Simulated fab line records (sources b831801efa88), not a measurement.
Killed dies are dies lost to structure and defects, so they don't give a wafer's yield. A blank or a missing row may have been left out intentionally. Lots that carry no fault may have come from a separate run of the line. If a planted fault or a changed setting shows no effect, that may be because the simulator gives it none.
Comparing a struck lot with a sound one    flow sky130    32 steps out of a route of 708
Sound: the wafers L630.2, L630.3, L630.6. Struck: wafer L639.5 (left out: L639.1, L639.2 of the same lot, which were not struck); the cause appears at the end.
At each step with rows: each side's tool, then ch and its chambers, then its first start. Under that, the readings that differ: sound wafers    struck wafers    difference of the means    sigmas: that difference in standard deviations of wafers without a fault.
alike: same words and numbers on both sides, and readings whose means sit less than 2 such deviations apart. not compared: any withheld reading, any reading some wafer has no value for, any bound like >300 that may hide the same value, and any number with overlapping values for which the record gives no deviation.
The two part at a step that has a row with sigmas, a row that says differs or no value, or rows on one side only. Numbers that don't overlap but have no deviation are shown without sigmas and don't part them. A reading missing from all wafers of one side parts the sides only when that side holds two or more wafers.

first, 3 steps without rows for these wafers: SKY_CONTACT_STRIP_20 (strips in post etch residue remover, time 1200 s); SKY_CONTACT_CLEAN_21 (cleans in IPA, time 180 s); SKY_CONTACT_CLEAN_22 (cleans in O3/DIW).
SKY_CONTACT_SPUTTER_23: material TiN, target thk 20 nm, time 80 s.
  sound on pvd_sputter-03 at day 32 12:12; struck on pvd_sputter-03 at day 35 16:22
  alike: throttle_valve_pct
then, 1 step without rows for these wafers: SKY_CONTACT_CVD_24 (deposits W, target thk 340 nm, time 102.12 s).
SKY_CONTACT_RS_MEAS_25: measurement is done with a four-point probe.
  sound on film_metro-03 at day 32 12:23; struck on film_metro-02 at day 35 16:39
reading                sound              struck  difference  sigmas
CONTACT_W_RS (ohm/sq)  0.339 0.340 0.342  0.347   +0.007      +2
SKY_CONTACT_THK_MEAS_26: measures by xrf.
  sound on film_metro-03 at day 32 12:30; struck on film_metro-02 at day 35 16:46
  alike: CONTACT_W_THK
SKY_CONTACT_CMP_27: polishes, stops on SiO2, t overpolish 15 s, target thk 0 nm.
  sound on cmp-01 ch 0,2, day 32 12:36; struck on cmp-02 ch 0, day 35 16:53
reading               sound                 struck  difference  sigmas
overpolish_run_s (s)  15.007 15.009 15.006  14.981  -0.026      -3
  alike: motor_current_A, platen_rpm, time_to_endpoint_s
then, 2 steps without rows for these wafers: SKY_METAL1_SPUTTER_00 (material Ti, target thk 15 nm, time 10 s); SKY_METAL1_SPUTTER_01 (material TiN, target thk 20 nm, time 16.7 s).
SKY_METAL1_SPUTTER_02: material AlCu, target thk 250 nm, time 13.3 s.
  sound on pvd_sputter-02 at day 32 12:53; struck on pvd_sputter-02 at day 35 17:11
  alike: throttle_valve_pct
SKY_METAL1_SPUTTER_03: material Ti, target thk 5 nm, time 3.3 s.
  sound on pvd_sputter-02 at day 32 12:55; struck on pvd_sputter-02 at day 35 17:12
  alike: throttle_valve_pct
SKY_METAL1_SPUTTER_04: material TiN, target thk 70 nm, time 58.3 s.
  sound on pvd_sputter-02 at day 32 12:56; struck on pvd_sputter-02 at day 35 17:13
reading                                     sound              struck  difference  sigmas
model.TiN_of_METAL1_SPUTTER_04.thk_nm (nm)  69.48 69.86 70.31  107.6   +37.7       
  alike: throttle_valve_pct
SKY_METAL1_RS_MEAS_05: measurement is done with a four-point probe.
  sound on film_metro-04 at day 32 13:01; struck on film_metro-03 at day 35 17:16
  alike: METAL1_ALCU_RS
SKY_METAL1_THK_MEAS_06: measures by xrf.
  sound on film_metro-04 at day 32 13:07; struck on film_metro-03 at day 35 17:23
reading               sound        struck  difference  sigmas
METAL1_ALCU_THK (nm)  254 254 248  235     -17         -5
then, 8 steps without rows for these wafers: SKY_METAL1_DEHYDRATE_07 (time 60 s); SKY_METAL1_HMDS_08 (prime time 60 s); SKY_METAL1_COAT_09 (resist thk 60 nm); SKY_METAL1_COAT_10 (resist thk 450 nm); SKY_METAL1_SOFTBAKE_11 (time 90 s); SKY_METAL1_EXPOSE_12 (exposes mask MM1, target cd 140 nm); SKY_METAL1_PEB_13; SKY_METAL1_DEVELOP_14 (develop time 60 s).
SKY_METAL1_CD_MEAS_15: the cd target is 140 nm.
  sound on cd_sem-02 at day 33 16:33; struck on cd_sem-01 at day 36 20:32
  alike: cd_nm
SKY_METAL1_OVL_MEAS_16:
  sound on overlay-02 at day 33 16:39; struck on overlay-02 at day 36 20:39
  alike: METAL1_OVL
then, 3 steps without rows for these wafers: SKY_METAL1_DESCUM_17 (chemistry O2, time 8 s); SKY_METAL1_ETCH_18 (etches BARC in N2/H2, stops on SiO2, time 45.9 s, target depth 60 nm); SKY_METAL1_METAL_ETCH_19 (etches the open film in Cl2/BCl3, stops on SiO2, target depth 360 nm, time 78 s).
SKY_METAL1_STRIP_20: strips in O2/N2.
  sound on plasma_asher-01 ch 0,1, day 33 16:52; struck on plasma_asher-01 ch 0, day 36 21:03
  alike: drypump_motor_current_A, oes_product_au, strip_time_to_endpoint_s
  not compared: rf_hours_counter_h
SKY_METAL1_STRIP_21: strips in post etch residue remover, time 1200 s.
  sound on wet_bench-02 ch 3, day 33 16:58; struck on wet_bench-02 ch 2, day 36 21:09
reading                                     sound              struck  difference  sigmas
model.TiN_of_METAL1_SPUTTER_04.thk_nm (nm)  69.05 69.44 69.89  107.1   +37.6       
then, 1 step without rows for these wafers: SKY_METAL1_CLEAN_22 (cleans in IPA, time 180 s).
-- the record jumps here: 12 days lie between the struck wafers' starts before and after (it left off in module METAL1 and takes up again in module PAD_OPEN, whose first step shown is number 708 of the route) --
SKY_PAD_OPEN_PROBE_99:
  sound on prober-01 at day 46 17:57; struck on prober-01 at day 49 02:22
reading                        sound              struck  difference  sigmas
defect_limited_yield (%)       79.9 83.3 77.8     86.8    +6.5        +3
killed_dies                    99 82 109          65      -32         -3
killed_open                    58 42 57           31      -21         -3
sort_bin_3_pad_short (%)       1.2 0.8 2.2        0.6     -0.8        -2
sort_bin_5_function (%)        11.4 10.6 10.4     7.1     -3.7        -2
sort_n_pass                    393 410 383        427     +32         +3
sort_yield_pct (%)             79.9 83.3 77.8     86.8    +6.5        +3
model.etest.via1_chain.rc_ohm  16.34 16.15 16.97  18.74   +2.25       
  alike: killed_at_M0_to_M3, killed_at_M4_up, killed_at_contacts, killed_at_front_end, killed_at_other, killed_short, sort_bin_6_memory

## WHERE THEY PART
Last at SKY_PAD_OPEN_PROBE_99 as far as this record goes, first at SKY_CONTACT_RS_MEAS_25.

WHY: what had been put in by the simulator
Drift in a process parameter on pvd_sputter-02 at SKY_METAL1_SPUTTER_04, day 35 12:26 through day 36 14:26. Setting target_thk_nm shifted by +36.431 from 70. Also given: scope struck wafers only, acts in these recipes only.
